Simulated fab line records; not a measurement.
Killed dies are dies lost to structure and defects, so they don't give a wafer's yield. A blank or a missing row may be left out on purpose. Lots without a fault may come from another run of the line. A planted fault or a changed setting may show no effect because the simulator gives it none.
fab line records | flow gf180mcu
record lots=14 | wafers=42 | last-day=34
route steps=602 shown HV_LDD@209 PSD@259
lots untouched by any fault: they come from a run of this same line in which no faults occurred
start-h: hours from the record's opening day to when the first of the lot's shown wafers began | wait-h: hours since the lot's step before | " as in the row above | L1.1+2: a row that stands for several wafers | - value missing, or start not given | * or withheld: withheld | < > ~ a bound
route shown NAME@n: NAME is a module with steps in the file, n the number in the route of the first one | usual: mean/standard deviation taken from wafers without a fault | same: alike in all rows | chamber/n: place in a boat | sites: each site's reading | _std_site: standard deviation across them | _edge_site: the outer-site mean with the inner-site mean subtracted | radius-mm: how far each site lies from the wafer's centre | mask NAME#n: copy n | behind: the tool/chamber that last shaped the wafer | hold: what put the lot on hold/how long, in hours/how the hold closed | device: whichever transistor did not switch (one of n, p or np) | end of line: the route-end tests of the same wafers | step lacking rows: just its recipe | killed: dies lost to structure and defects at the first sort, not the wafer's yield | map: dies across one wafer; x = killed, . = not, _ = none there
set.NAME: setting as actually run; set.NAME@STEP: the setting as run at that earlier step | model.NAME: the simulator's own value behind a step, which no gauge read
a sample of lots followed through the steps of the route, with each step as a table and each wafer as a row
services: the hour from which a tool's chamber was out of use, counted from the record's first day as start-h (under 0 if before that day), plus the number of hours and why
## steps
# step GF_HV_LDD_IMPLANT_33
# recipe species=P | energy-kev=60 | dose-cm2=7.5e+12 | tilt-deg=30 | rotation-deg=0
# usual tilt-deg=29.999/0.021
# same implant-ion-amu=31
lot.wafer | tool         | chamber | start-h | wait-h | tilt-deg
L622.1    | implanter-01 | 0       | 254.66  | 0.0    | 29.991
L622.3    | "            | 0       | "       | "      | 30.022
L622.5    | "            | 0       | "       | "      | 29.997
L623.2    | implanter-01 | 0       | 259.01  | 0.0    | 30.002
L623.4    | "            | 0       | "       | "      | 30.002
L623.6    | "            | 0       | "       | "      | 30.027
L624.2    | implanter-03 | 0       | 269.56  | 0.0    | 30.004
L624.5    | "            | 0       | "       | "      | 30.012
L624.6    | "            | 0       | "       | "      | 30.002
L627.4    | implanter-03 | 0       | 291.81  | 0.1    | 30.036
L627.5    | "            | 0       | "       | "      | 30.009
L627.6    | "            | 0       | "       | "      | 30.007
L632.1    | implanter-01 | 0       | 331.34  | 0.0    | 22.118
L632.2    | "            | 0       | "       | "      | 22.125
L632.5    | "            | 0       | "       | "      | 22.111
L633.1    | implanter-01 | 0       | 346.58  | 0.0    | 22.138
L633.4    | "            | 0       | "       | "      | 22.128
L633.5    | "            | 0       | "       | "      | 22.119
L638.1    | implanter-03 | 0       | 382.04  | 0.0    | 29.992
L638.3    | "            | 0       | "       | "      | 29.984
L638.5    | "            | 0       | "       | "      | 29.975
L639.1    | implanter-02 | 0       | 387.68  | 0.0    | 30.004
L639.2    | "            | 0       | "       | "      | 29.981
L639.3    | "            | 0       | "       | "      | 30.004
L640.3    | implanter-03 | 0       | 396.68  | 0.1    | 29.919
L640.5    | "            | 0       | "       | "      | 29.963
L640.6    | "            | 0       | "       | "      | 29.977
L641.1    | implanter-01 | 0       | 406.04  | 0.0    | 29.962
L641.4    | "            | 0       | "       | "      | 30.012
L641.6    | "            | 0       | "       | "      | 29.987
L642.2    | implanter-01 | 0       | 415.76  | 0.0    | 29.992
L642.4    | "            | 0       | "       | "      | 30.003
L642.5    | "            | 0       | "       | "      | 29.991
L643.1    | implanter-01 | 0       | 421.51  | 0.0    | 29.985
L643.2    | "            | 0       | "       | "      | 29.977
L643.5    | "            | 0       | "       | "      | 29.971
L644.2    | implanter-01 | 0       | 428.41  | 0.0    | 30.020
L644.5    | "            | 0       | "       | "      | 29.993
L644.6    | "            | 0       | "       | "      | 30.007
L645.1    | implanter-02 | 0       | 439.64  | 0.0    | 29.990
L645.3    | "            | 0       | "       | "      | 30.006
L645.5    | "            | 0       | "       | "      | 30.044
# step GF_HV_LDD_OVL_MEAS_47
# usual HV_LDD_03_OVL=-1.2/1.5
lot.wafer | tool       | chamber | start-h | wait-h | HV_LDD_03_OVL[nm]
L622.1    | overlay-02 | -       | 274.56  | 0.1    | -1.7
L622.3    | "          | -       | "       | "      | -0.4
L622.5    | "          | -       | "       | "      | -2.3
L623.2    | overlay-02 | -       | 279.06  | 0.1    | -0.2
L623.4    | "          | -       | "       | "      | -2.6
L623.6    | "          | -       | "       | "      | -0.8
L624.2    | overlay-02 | -       | 289.80  | 0.1    | -1.8
L624.5    | "          | -       | "       | "      | -2.0
L624.6    | "          | -       | "       | "      | -3.8
L627.4    | overlay-02 | -       | 312.58  | 0.1    | -2.9
L627.5    | "          | -       | "       | "      | -3.4
L627.6    | "          | -       | "       | "      | -5.4
L632.1    | overlay-01 | -       | 353.40  | 0.1    | -0.9
L632.2    | "          | -       | "       | "      | -2.2
L632.5    | "          | -       | "       | "      | -2.1
L633.1    | overlay-01 | -       | 368.87  | 0.1    | -1.3
L633.4    | "          | -       | "       | "      | -0.9
L633.5    | "          | -       | "       | "      | -0.6
L638.1    | overlay-02 | -       | 405.71  | 0.1    | -1.2
L638.3    | "          | -       | "       | "      | -0.5
L638.5    | "          | -       | "       | "      | -3.0
L639.1    | overlay-02 | -       | 411.57  | 0.1    | -1.6
L639.2    | "          | -       | "       | "      | -1.3
L639.3    | "          | -       | "       | "      | -0.7
L640.3    | overlay-01 | -       | 421.02  | 0.1    | 0.8
L640.5    | "          | -       | "       | "      | -2.7
L640.6    | "          | -       | "       | "      | -2.7
L641.1    | overlay-02 | -       | 430.30  | 0.1    | -3.1
L641.4    | "          | -       | "       | "      | -2.0
L641.6    | "          | -       | "       | "      | -1.5
L642.2    | overlay-02 | -       | 440.55  | 0.1    | -1.3
L642.4    | "          | -       | "       | "      | -1.1
L642.5    | "          | -       | "       | "      | 0.5
L643.1    | overlay-01 | -       | 446.40  | 0.1    | 1.1
L643.2    | "          | -       | "       | "      | 1.0
L643.5    | "          | -       | "       | "      | 0.3
L644.2    | overlay-01 | -       | 453.16  | 0.1    | -2.3
L644.5    | "          | -       | "       | "      | -2.5
L644.6    | "          | -       | "       | "      | -2.2
L645.1    | overlay-02 | -       | 464.56  | 0.1    | -1.9
L645.3    | "          | -       | "       | "      | -2.4
L645.5    | "          | -       | "       | "      | -0.9
# step GF_HV_LDD_RS_MEAS_53
# recipe thk-meas-gauge=four-point-probe
# usual HV_LDD_RS=419.1/1.1
lot.wafer | tool          | chamber | start-h | wait-h | HV_LDD_RS[ohm/sq]
L622.1    | film-metro-03 | -       | 275.02  | 0.1    | 418.5
L622.3    | "             | -       | "       | "      | 418.2
L622.5    | "             | -       | "       | "      | 419.2
L623.2    | film-metro-03 | -       | 279.54  | 0.1    | 418.5
L623.4    | "             | -       | "       | "      | 419.2
L623.6    | "             | -       | "       | "      | 419.9
L624.2    | film-metro-04 | -       | 290.28  | 0.1    | 417.5
L624.5    | "             | -       | "       | "      | 416.3
L624.6    | "             | -       | "       | "      | 417.3
L627.4    | film-metro-03 | -       | 313.11  | 0.1    | 419.9
L627.5    | "             | -       | "       | "      | 418.6
L627.6    | "             | -       | "       | "      | 419.7
L632.1    | film-metro-03 | -       | 353.86  | 0.1    | -
L632.2    | "             | -       | "       | "      | -
L632.5    | "             | -       | "       | "      | -
L633.1    | film-metro-04 | -       | 369.40  | 0.1    | -
L633.4    | "             | -       | "       | "      | -
L633.5    | "             | -       | "       | "      | -
L638.1    | film-metro-03 | -       | 406.17  | 0.1    | 420.5
L638.3    | "             | -       | "       | "      | 420.9
L638.5    | "             | -       | "       | "      | 419.9
L639.1    | film-metro-01 | -       | 412.04  | 0.1    | 419.9
L639.2    | "             | -       | "       | "      | 419.9
L639.3    | "             | -       | "       | "      | 418.0
L640.3    | film-metro-03 | -       | 421.51  | 0.1    | 419.7
L640.5    | "             | -       | "       | "      | 419.0
L640.6    | "             | -       | "       | "      | 420.0
L641.1    | film-metro-01 | -       | 430.76  | 0.1    | 419.9
L641.4    | "             | -       | "       | "      | 418.9
L641.6    | "             | -       | "       | "      | 419.4
L642.2    | film-metro-03 | -       | 441.03  | 0.1    | 419.6
L642.4    | "             | -       | "       | "      | 417.7
L642.5    | "             | -       | "       | "      | 419.9
L643.1    | film-metro-03 | -       | 446.86  | 0.1    | 420.4
L643.2    | "             | -       | "       | "      | 421.3
L643.5    | "             | -       | "       | "      | 420.2
L644.2    | film-metro-04 | -       | 453.64  | 0.1    | 417.3
L644.5    | "             | -       | "       | "      | 419.3
L644.6    | "             | -       | "       | "      | 419.4
L645.1    | film-metro-01 | -       | 465.02  | 0.1    | 419.0
L645.3    | "             | -       | "       | "      | 418.1
L645.5    | "             | -       | "       | "      | 418.4
# step GF_PSD_TW_MEAS_11
# usual PSD_TW=3191/37
lot.wafer | tool          | chamber | start-h | wait-h | PSD_TW
L622.1    | film-metro-02 | -       | 318.23  | 0.1    | 3199
L622.3    | "             | -       | "       | "      | 3191
L622.5    | "             | -       | "       | "      | 3203
L623.2    | film-metro-03 | -       | 322.54  | 0.1    | 3158
L623.4    | "             | -       | "       | "      | 3141
L623.6    | "             | -       | "       | "      | 3137
L624.2    | film-metro-02 | -       | 333.02  | 0.1    | 3212
L624.5    | "             | -       | "       | "      | 3203
L624.6    | "             | -       | "       | "      | 3209
L627.4    | film-metro-02 | -       | 358.55  | 0.1    | 3231
L627.5    | "             | -       | "       | "      | 3235
L627.6    | "             | -       | "       | "      | 3237
L632.1    | film-metro-02 | -       | 402.16  | 0.1    | 3234
L632.2    | "             | -       | "       | "      | 3233
L632.5    | "             | -       | "       | "      | 3216
L633.1    | film-metro-01 | -       | 418.96  | 0.1    | 3203
L633.4    | "             | -       | "       | "      | 3208
L633.5    | "             | -       | "       | "      | 3191
L638.1    | film-metro-01 | -       | 457.86  | 0.1    | 3196
L638.3    | "             | -       | "       | "      | 3179
L638.5    | "             | -       | "       | "      | 3183
L639.1    | film-metro-03 | -       | 464.46  | 0.1    | 3141
L639.2    | "             | -       | "       | "      | 3154
L639.3    | "             | -       | "       | "      | 3153
L640.3    | film-metro-01 | -       | 473.14  | 0.1    | 3202
L640.5    | "             | -       | "       | "      | 3203
L640.6    | "             | -       | "       | "      | 3191
L641.1    | film-metro-02 | -       | 482.92  | 0.1    | 3230
L641.4    | "             | -       | "       | "      | 3244
L641.6    | "             | -       | "       | "      | 3245
L642.2    | film-metro-03 | -       | 492.52  | 0.1    | 3152
L642.4    | "             | -       | "       | "      | 3153
L642.5    | "             | -       | "       | "      | 3162
L643.1    | film-metro-01 | -       | 498.08  | 0.1    | 3215
L643.2    | "             | -       | "       | "      | 3221
L643.5    | "             | -       | "       | "      | 3211
L644.2    | film-metro-02 | -       | 505.14  | 0.1    | 3242
L644.5    | "             | -       | "       | "      | 3230
L644.6    | "             | -       | "       | "      | 3238
L645.1    | film-metro-02 | -       | 516.36  | 0.1    | 3233
L645.3    | "             | -       | "       | "      | 3225
L645.5    | "             | -       | "       | "      | 3234
# step GF_PSD_RS_MEAS_15
# recipe thk-meas-gauge=four-point-probe
# usual PSD_RS=108.71/0.29
lot.wafer | tool          | chamber | start-h | wait-h | PSD_RS[ohm/sq]
L622.1    | film-metro-03 | -       | 318.55  | 0.1    | 108.57
L622.3    | "             | -       | "       | "      | 108.54
L622.5    | "             | -       | "       | "      | 109.14
L623.2    | film-metro-02 | -       | 322.92  | 0.1    | 109.22
L623.4    | "             | -       | "       | "      | 108.76
L623.6    | "             | -       | "       | "      | 108.94
L624.2    | film-metro-03 | -       | 333.35  | 0.1    | 108.52
L624.5    | "             | -       | "       | "      | 108.66
L624.6    | "             | -       | "       | "      | 108.36
L627.4    | film-metro-02 | -       | 358.89  | 0.1    | 108.98
L627.5    | "             | -       | "       | "      | 108.82
L627.6    | "             | -       | "       | "      | 109.23
L632.1    | film-metro-01 | -       | 402.48  | 0.1    | 108.91
L632.2    | "             | -       | "       | "      | 108.56
L632.5    | "             | -       | "       | "      | 108.47
L633.1    | film-metro-01 | -       | 419.27  | 0.1    | 108.29
L633.4    | "             | -       | "       | "      | 108.12
L633.5    | "             | -       | "       | "      | 108.14
L638.1    | film-metro-02 | -       | 458.17  | 0.1    | 108.40
L638.3    | "             | -       | "       | "      | 108.51
L638.5    | "             | -       | "       | "      | 108.24
L639.1    | film-metro-02 | -       | 464.77  | 0.1    | 109.02
L639.2    | "             | -       | "       | "      | 108.80
L639.3    | "             | -       | "       | "      | 108.88
L640.3    | film-metro-02 | -       | 473.47  | 0.1    | 108.64
L640.5    | "             | -       | "       | "      | 108.65
L640.6    | "             | -       | "       | "      | 108.45
L641.1    | film-metro-02 | -       | 483.23  | 0.1    | 108.49
L641.4    | "             | -       | "       | "      | 108.80
L641.6    | "             | -       | "       | "      | 108.96
L642.2    | film-metro-01 | -       | 492.85  | 0.1    | 108.30
L642.4    | "             | -       | "       | "      | 108.08
L642.5    | "             | -       | "       | "      | 108.51
L643.1    | film-metro-01 | -       | 498.39  | 0.1    | 108.63
L643.2    | "             | -       | "       | "      | 108.68
L643.5    | "             | -       | "       | "      | 108.47
L644.2    | film-metro-02 | -       | 505.46  | 0.1    | 108.97
L644.5    | "             | -       | "       | "      | 108.66
L644.6    | "             | -       | "       | "      | 108.98
L645.1    | film-metro-01 | -       | 516.67  | 0.1    | 108.69
L645.3    | "             | -       | "       | "      | 108.64
L645.5    | "             | -       | "       | "      | 108.52
## services
tool         | chamber | start-h | hours | kind
implanter-03 | -       | 262.94  | 2.5   | repair
implanter-02 | -       | 267.27  | 3.3   | pm
implanter-01 | -       | 267.51  | 4.1   | repair
implanter-02 | -       | 286.32  | 2.4   | repair
implanter-01 | -       | 299.85  | 2.2   | repair
implanter-01 | -       | 359.46  | 0.6   | repair
implanter-01 | -       | 385.20  | 2.6   | repair
## key
first-sign step=GF_HV_LDD_IMPLANT_33 | reading=tilt-deg | direction=down | sigmas=99+ | usual=29.999 | struck=22.123
effect step=GF_HV_LDD_RS_MEAS_53 | reading=HV_LDD_RS | direction=missing
met-at GF_HV_LDD_IMPLANT_33
struck-lots L632,L633
tester-left-out L632,L633
not-acting-at GF_HV_LDD_OVL_MEAS_47,GF_PSD_TW_MEAS_11,GF_PSD_RS_MEAS_15
onset-between 259.01 331.34
fault kind=process-parameter-drift | tool=implanter-01 | chamber=- | onset-h=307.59 | steps=GF_HV_LDD_IMPLANT_33 | channel=tilt-deg | offset=-7.8747 | shape=step | end-h=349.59 | acts-in=these-recipes-only | stated=30
# tester-left-out: of these lots the tester's yield and bins aren't shown, on N5 and GAA mostly nor the transistor test; their killed dies are dies lost to structure and defects alone, not to doping, threshold or leakage, so they don't give the yield
